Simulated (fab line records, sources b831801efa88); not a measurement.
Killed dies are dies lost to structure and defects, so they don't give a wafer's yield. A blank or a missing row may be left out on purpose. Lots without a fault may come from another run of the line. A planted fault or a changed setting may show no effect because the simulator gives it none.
A struck lot beside a sound one | flow sky130 | 15 steps out of a route of 708
Sound: wafers L633.1, L633.3, L633.4. Struck: wafers L639.1, L639.2, L639.5. The cause comes at the end.
At each step with rows: each side's tool, then ch and its chambers, then its first start. Under that, the readings that differ: sound wafers | struck wafers | difference of the means | sigmas: that difference in standard deviations of wafers without a fault.
alike: readings whose means differ by less than 2 such deviations, and words and numbers that are the same on both sides. not compared: withheld readings, readings that some wafer has no value for, bounds like >300 that may hide the same value, and numbers for which the record gives no deviation and whose values overlap.
The two part at a step that has a row with sigmas, a row that says differs or no value, or rows on one side only. Numbers that don't overlap but have no deviation are shown without sigmas and don't part them. A reading that every wafer of one side lacks parts them only if that side has two wafers or more.

SKY_SONOS_ONO_THK_MEAS_05:
  sound on film_metro-02, day 11 18:31; struck on film_metro-01, day 13 20:31
  alike: SONOS_ONO_CVD_04_THK
then, 7 steps without rows for these wafers: SKY_SONOS_ONO_DEHYDRATE_06 (time 60 s); SKY_SONOS_ONO_HMDS_07 (prime time 60 s); SKY_SONOS_ONO_COAT_08 (resist thk 1140 nm); SKY_SONOS_ONO_SOFTBAKE_09 (time 60 s); SKY_SONOS_ONO_EXPOSE_10 (exposes mask ONOM, target cd 410 nm); SKY_SONOS_ONO_PEB_11; SKY_SONOS_ONO_DEVELOP_12 (develop time 60 s).
SKY_SONOS_ONO_CD_MEAS_13: target cd 410 nm.
  sound on cd_sem-02, day 12 17:56; struck on cd_sem-01, day 14 23:17
  alike: cd_nm
SKY_SONOS_ONO_OVL_MEAS_14:
  sound on overlay-02, day 12 18:03; struck on overlay-01, day 14 23:25
  alike: SONOS_ONO_OVL
SKY_SONOS_ONO_ETCH_15: etches the open film in CHF3/O2, target depth 19.52 nm, time 7.8 s.
  sound on rie_diel-03 ch 1,2,3, day 12 18:05; struck on rie_diel-04 ch 0,1,3, day 14 23:27
  alike: bias_w, drypump_motor_current_A, oes_product_au, rf_fwd_power_W, throttle_valve_pct
  not compared: rf_hours_counter_h
then, 1 step without rows for these wafers: SKY_SONOS_ONO_WET_ETCH_16 (etches SiO2 in dHF, target depth 14 nm, time 280 s).
SKY_SONOS_ONO_STRIP_17: strips in O2/N2.
  sound on plasma_asher-01 ch 0,1, day 12 18:11; struck on plasma_asher-04 ch 0,1, day 14 23:34
  no value came back on the struck wafers for any of 5 readings (chamber_pressure_mTorr (mTorr), drypump_motor_current_A (A) and others); on the sound wafers chamber_pressure_mTorr (mTorr) reads 1501.0 1499.8 1496.4
  reading                                        | sound | struck         | difference | sigmas
  model.NOVOLAK_of_SONOS_ONO_COAT_08.thk_nm (nm) | 0 0 0 | 1126 1128 1129 | +1128      |
  not compared: rf_hours_counter_h
then, 1 step without rows for these wafers: SKY_SONOS_ONO_WET_ETCH_18 (etches Si3N4 in H3PO4, target depth 15 nm, time 172 s).
-- the record jumps here: 32 days lie between the struck wafers' starts before and after (it left off in module SONOS_ONO and takes up again in module PAD_OPEN, whose first step shown is number 708 of the route) --
SKY_PAD_OPEN_PROBE_99:
  sound on prober-02, day 45 14:23; struck on prober-02, day 47 06:23
  reading             | sound      | struck      | difference | sigmas
  killed_at_front_end | 24 25 14   | 433 419 406 | +398       | +81
  killed_dies         | 101 111 88 | 492 492 492 | +392       | +40
  killed_on_rim       | 15 25 19   | 96 96 96    | +76        | +21
  killed_open         | 65 68 55   | 39 49 52    | -16        | -2
  alike: killed_at_M0_to_M3, killed_at_M4_up, killed_at_contacts, killed_at_other, killed_short

WHERE THEY PART
First at SKY_SONOS_ONO_STRIP_17; last, within this record, at SKY_PAD_OPEN_PROBE_99.

WHY: what the simulator had put in
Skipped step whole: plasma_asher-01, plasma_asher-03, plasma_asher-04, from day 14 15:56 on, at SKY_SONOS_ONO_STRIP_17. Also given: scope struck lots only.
